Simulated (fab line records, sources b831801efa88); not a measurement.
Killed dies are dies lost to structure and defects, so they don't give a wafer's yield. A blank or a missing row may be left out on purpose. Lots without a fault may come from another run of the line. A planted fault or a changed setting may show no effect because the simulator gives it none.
fab line records | flow sfq_line
record lots=14 wafers=42 last_day=94
route steps=325 shown I0@56 M4@153 M6@261 I7@296
lots that met no fault: from a run of the same line without faults
start_h: hours from the record's first day to the start of the lot's first wafer shown | wait_h: hours since the lot's step before | " the same as in the row above | L1.1+2: a row that stands for several wafers | - no value, or no start given | * or withheld: withheld | < > ~ a bound
route shown NAME@n: a module of which the file shows steps, and the number in the route of the first | usual: mean/standard deviation of fault-free wafers | same: alike in all rows | chamber/n: place in a boat | sites: the reading at each site | _std_site: their standard deviation | _edge_site: outer sites' mean less inner sites' | radius_mm: how far each site lies from the wafer's centre | mask NAME#n: copy n | behind: the tool/chamber that last shaped the wafer | hold: why the lot was held/for how many hours/how that ended | device: the transistor (n, p or np) that didn't switch | end of line: the same wafers' tests at the end of the route | a step without rows: its recipe alone | killed: dies lost to structure and defects at the first sort, not the wafer's yield | map: a wafer's dies, x killed, . not, _ none there
set.NAME: the setting as run; set.NAME@STEP: as run at that earlier step | model.NAME: the simulator's own value behind a step, which no gauge read
steps of the route over a sample of lots; a table a step, a row a wafer
services: from which hour (start_h, from the record's first day; less than 0 if before it) a tool's chamber was out of use, for how many hours, and why
## steps
# step SFQ_TRILAYER_I0_VIA_STRIP_STRIP_035
# recipe gas=O2 power_w=200 platen_temp_c=40 overash_fraction=0.65 chemistry=O2 pressure_mtorr=50
# usual chamber_pressure_mTorr=50.00/0.045 drypump_motor_current_A=5.9/0.5 he_backside_leak_sccm=3.26/0.19 oes_product_au=0.992/0.012
# columns lot.wafer tool chamber start_h wait_h chamber_pressure_mTorr drypump_motor_current_A he_backside_leak_sccm oes_product_au rf_hours_counter_h
L554.1 rie_metal-03 0 199.89 - 49.97 5.0 3.24 0.995 20
L554.5 " 1 " " 49.99 6.5 3.12 0.994 -
L554.6 " 0 " " 50.00 5.0 3.17 0.996 -
L556.3 rie_metal-02 0 219.67 - 50.01 6.3 3.26 0.978 -
L556.4 " 1 " " 49.98 5.9 3.21 0.989 -
L556.6 " 0 " " 49.99 6.3 3.33 0.964 -
L558.2 rie_metal-02 0 229.89 - 49.93 6.3 3.24 0.993 22
L558.4 " 1 " " 49.86 5.9 3.24 1.003 -
L558.5 " 1 " " 50.03 5.9 3.22 1.006 -
L559.1 rie_metal-02 1 243.19 - 50.05 5.9 3.19 1.005 33
L559.2 " 0 " " 50.02 6.3 3.15 0.984 25
L559.3 " 1 " " 50.00 5.9 3.05 0.991 -
L560.2 rie_metal-02 0 247.99 - 49.96 6.3 3.28 0.979 25
L560.3 " 1 " " 49.99 5.8 3.05 0.999 -
L560.4 " 0 " " 50.02 6.3 3.23 0.987 -
L561.2 rie_metal-02 0 250.71 - 49.99 6.3 3.19 0.974 26
L561.3 " 0 " " 49.99 6.3 3.26 0.978 -
L561.5 " 1 " " 50.06 5.9 3.14 0.994 -
L562.1 rie_metal-01 0 256.40 - 50.06 5.0 3.54 0.995 106
L562.4 " 1 " " 49.95 5.6 3.67 1.001 -
L562.6 " 1 " " 50.01 5.6 3.68 0.992 -
L563.2 rie_metal-02 1 261.19 - 50.00 5.9 3.20 0.991 35
L563.5 " 0 " " 50.02 6.3 3.24 0.968 -
L563.6 " 1 " " 50.12 5.9 3.18 0.984 -
L568.1 rie_metal-02 0 293.23 - 49.96 6.3 2.95 0.986 33
L568.2 " 1 " " 50.01 5.9 3.10 1.000 41
L568.5 " 1 " " 50.02 5.9 3.19 0.994 -
L571.4 rie_metal-01 1 307.70 - 50.04 5.6 3.16 0.985 -
L571.5 " 0 " " 50.02 5.0 3.52 0.984 -
L571.6 " 1 " " 50.03 5.6 3.63 0.991 -
L572.1 rie_metal-01 0 313.50 - 49.97 5.0 3.49 1.000 116
L572.2 " 1 " " 49.99 5.6 3.65 0.995 16
L572.6 " 1 " " 50.06 5.6 3.71 0.996 -
L573.2 rie_metal-01 0 318.30 - 49.99 5.0 3.78 0.998 117
L573.3 " 0 " " 50.07 4.9 3.62 1.004 -
L573.4 " 1 " " 50.00 5.6 3.90 0.994 -
L574.2 rie_metal-01 0 325.30 - 49.99 5.0 3.63 1.003 118
L574.3 " 0 " " 50.00 5.0 3.56 0.993 -
L574.5 " 1 " " 50.05 5.6 3.30 0.993 -
L577.1 rie_metal-03 0 343.30 - 49.98 5.1 3.21 0.997 44
L577.2 " 1 " " 50.02 6.5 3.15 1.008 68
L577.4 " 0 " " 50.04 5.0 3.32 0.994 -
# step SFQ_TRILAYER_M4_LITHO_COAT_093
# recipe resist=KrF spin_rpm=3000 resist_thk_nm=600
# usual chill_plate_temp_C=23.00/0.1 spin_speed_rpm=2999.7/2.4
# columns lot.wafer tool chamber start_h wait_h chill_plate_temp_C spin_speed_rpm
L554.1 litho_track-04 0 961.19 0.2 22.95 2999.9
L554.5 " 0 " " 23.04 3001.4
L554.6 " 0 " " 22.99 3000.9
L556.3 litho_track-03 0 1002.86 0.2 23.00 2995.8
L556.4 " 0 " " 22.81 2999.0
L556.6 " 0 " " 22.97 2997.4
L558.2 litho_track-03 0 1029.41 0.2 22.86 3001.1
L558.4 " 0 " " 22.98 3000.4
L558.5 " 0 " " 22.93 3001.2
L559.1 litho_track-04 0 1050.89 0.2 23.07 2997.0
L559.2 " 0 " " 23.04 2997.4
L559.3 " 0 " " 23.07 2994.8
L560.2 litho_track-02 0 1066.66 0.2 23.06 2999.9
L560.3 " 0 " " 23.00 3001.3
L560.4 " 0 " " 23.13 2997.1
L561.2 litho_track-04 0 1076.48 0.2 22.99 3000.3
L561.3 " 0 " " 23.01 3000.7
L561.5 " 0 " " 22.94 3002.1
L562.1 litho_track-03 0 1087.23 0.2 22.97 2997.3
L562.4 " 0 " " 23.00 2999.6
L562.6 " 0 " " 22.99 2998.4
L563.2 litho_track-02 0 1090.88 0.2 23.08 2997.7
L563.5 " 0 " " 22.89 2995.7
L563.6 " 0 " " 23.07 2999.1
L568.1 litho_track-03 0 1142.68 0.2 23.12 3000.4
L568.2 " 0 " " 23.06 3000.9
L568.5 " 0 " " 23.06 2998.5
L571.4 litho_track-02 0 1160.83 0.2 23.02 2896.8
L571.5 " 0 " " 23.07 2892.7
L571.6 " 0 " " 23.10 2898.1
L572.1 litho_track-02 0 1163.08 0.2 22.94 2896.6
L572.2 " 0 " " 23.08 2896.7
L572.6 " 0 " " 22.86 2893.5
L573.2 litho_track-03 0 1177.55 0.2 22.90 2999.8
L573.3 " 0 " " 22.91 2999.6
L573.4 " 0 " " 23.03 3001.7
L574.2 litho_track-04 0 1189.55 0.2 22.97 3000.6
L574.3 " 0 " " 23.10 3004.1
L574.5 " 0 " " 23.04 3004.0
L577.1 litho_track-03 0 1202.68 0.2 23.03 3001.3
L577.2 " 0 " " 23.02 2995.0
L577.4 " 0 " " 23.10 3001.1
# step SFQ_M6_OVL_MEAS_940
# usual M6_OVL=2/5.8
# columns lot.wafer tool chamber start_h wait_h M6_OVL[nm]
L554.1 overlay-01 - 1711.67 0.1 -3
L554.5 " - " " 2
L554.6 " - " " 2
L556.3 overlay-02 - 1771.98 0.1 -6
L556.4 " - " " -7
L556.6 " - " " -11
L558.2 overlay-01 - 1780.50 0.1 7
L558.4 " - " " 0
L558.5 " - " " 6
L559.1 overlay-02 - 1781.69 0.1 0
L559.2 " - " " 1
L559.3 " - " " 1
L560.2 overlay-02 - 1784.10 0.1 4
L560.3 " - " " 11
L560.4 " - " " 2
L561.2 overlay-01 - 1785.30 0.1 2
L561.3 " - " " -6
L561.5 " - " " 1
L562.1 overlay-02 - 1786.49 0.1 -7
L562.4 " - " " -1
L562.6 " - " " -5
L563.2 overlay-02 - 1823.82 0.1 4
L563.5 " - " " 3
L563.6 " - " " 2
L568.1 overlay-02 - 1856.58 0.1 12
L568.2 " - " " 9
L568.5 " - " " 10
L571.4 overlay-02 - 1860.19 0.1 0
L571.5 " - " " 1
L571.6 " - " " 3
L572.1 overlay-02 - 1861.38 0.1 6
L572.2 " - " " 3
L572.6 " - " " 3
L573.2 overlay-02 - 1862.58 0.1 3
L573.3 " - " " 8
L573.4 " - " " -3
L574.2 overlay-02 - 1964.00 0.1 -11
L574.3 " - " " 0
L574.5 " - " " 2
L577.1 overlay-02 - 1973.59 0.1 3
L577.2 " - " " 0
L577.4 " - " " 0
# step SFQ_TRILAYER_I7_DEP_PECVD_183
# recipe material=SiO2 temp_c=150 time_s=111.11 pressure_torr=2.4 rf_w=183.3 precursor=SiH4/N2O target_thk_nm=500
# usual heater_power_w=85/15 susceptor_temp_C=150.03/0.12 throttle_valve_pct=24.5/1.5
# columns lot.wafer tool chamber start_h wait_h heater_power_w since_wet_clean_h susceptor_temp_C throttle_valve_pct
L554.1 pecvd-02 0 1927.66 0.0 90 1350 149.91 24.2
L554.5 " 1 " " 88 - 150.02 24.6
L554.6 " 0 " " 96 - 149.75 24.6
L556.3 pecvd-01 0 1931.26 0.0 86 231 150.16 22.0
L556.4 " 0 " " 89 - 150.11 21.8
L556.6 " 2 " " 67 - 149.81 23.6
L558.2 pecvd-01 2 1937.26 0.0 66 237 149.85 23.6
L558.4 " 0 " " 90 - 149.93 21.9
L558.5 " 1 " " 76 - 149.90 23.5
L559.1 pecvd-02 0 1938.46 0.0 95 1361 150.11 24.3
L559.2 " 1 " " 105 1361 150.20 24.3
L559.3 " 2 " " 93 1361 149.82 27.6
L560.2 pecvd-01 1 1942.10 0.0 84 242 149.86 23.6
L560.3 " 2 " " 71 242 150.11 23.6
L560.4 " 2 " " 74 - 150.09 23.4
L561.2 pecvd-02 1 1943.26 0.0 86 1366 149.99 24.5
L561.3 " 2 " " 96 1366 150.17 27.7
L561.5 " 1 " " 92 - 149.94 24.5
L562.1 pecvd-04 2 1944.46 0.0 109 997 150.00 24.2
L562.4 " 2 " " 112 - 149.98 24.3
L562.6 " 1 " " 72 - 150.04 26.2
L563.2 pecvd-01 0 1946.11 0.0 84 246 149.95 21.5
L563.5 " 1 " " 83 - 150.13 23.7
L563.6 " 0 " " 87 - 149.97 21.8
L568.1 pecvd-04 2 1973.30 0.0 96 1026 150.12 24.7
L568.2 " 1 " " 68 1026 150.04 26.2
L568.5 " 0 " " 58 - 150.10 24.8
L571.4 pecvd-04 1 1990.28 0.0 76 - 150.07 26.4
L571.5 " 0 " " 70 - 150.34 24.9
L571.6 " 2 " " 103 - 150.03 24.5
L572.1 pecvd-01 0 1992.63 0.0 89 292 150.05 22.1
L572.2 " 1 " " 78 292 149.88 23.6
L572.6 " 0 " " 93 - 149.78 21.8
L573.2 pecvd-04 2 1995.03 0.0 109 1048 150.17 24.4
L573.3 " 1 " " 64 1048 149.91 26.3
L573.4 " 2 " " 113 - 150.19 24.3
L574.2 pecvd-04 0 2082.00 0.0 60 1135 150.00 25.0
L574.3 " 2 " " 104 1135 150.01 24.3
L574.5 " 0 " " 63 - 149.86 24.8
L577.1 pecvd-02 0 2094.79 0.0 100 25 149.92 22.7
L577.2 " 2 " " 87 25 150.06 23.3
L577.4 " 2 " " 92 - 150.15 23.5
## services
# columns tool chamber start_h hours kind
pecvd-04 1 182.53 18.8 repair
pecvd-04 0 183.83 11.9 repair
pecvd-04 2 188.75 2.6 repair
pecvd-01 - 194.25 14.0 pm
rie_metal-02 - 330.54 1.4 pm
rie_metal-02 1 347.75 9.7 repair
rie_metal-02 - 348.86 2.8 pm
pecvd-04 - 413.87 28.1 pm
rie_metal-02 1 436.21 2.1 repair
pecvd-04 0 444.30 6.3 repair
pecvd-01 1 478.82 4.6 repair
rie_metal-02 0 495.80 6.6 repair
rie_metal-02 - 509.67 0.5 repair
rie_metal-02 - 652.68 28.1 pm
rie_metal-02 0 778.96 4.1 repair
rie_metal-02 0 1115.24 20.2 repair
rie_metal-02 - 1239.18 1.7 repair
rie_metal-02 0 1280.82 11.2 repair
rie_metal-02 - 1441.62 0.4 repair
rie_metal-02 - 1448.86 2.8 pm
rie_metal-02 - 1518.85 2.0 repair
rie_metal-02 1 1521.99 1.1 repair
rie_metal-02 0 1610.88 22.4 repair
rie_metal-02 1 1824.40 6.9 repair
## key
first_sign step=SFQ_TRILAYER_M4_LITHO_COAT_093 reading=spin_speed_rpm direction=down sigmas=43 usual=2999.7 struck=2895.7
effect none on later readings
met_at SFQ_TRILAYER_M4_LITHO_COAT_093
struck_lots L571,L572
not_acting_at SFQ_TRILAYER_I0_VIA_STRIP_STRIP_035,SFQ_M6_OVL_MEAS_940,SFQ_TRILAYER_I7_DEP_PECVD_183
onset_between 1090.88 1160.83
fault kind=process_parameter_drift tool=litho_track-02 chamber=- onset_h=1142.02 steps=SFQ_TRILAYER_M4_LITHO_COAT_093 channel=spin_rpm offset=-104.45 shape=step end_h=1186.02 acts_in=these_recipes_only stated=3000
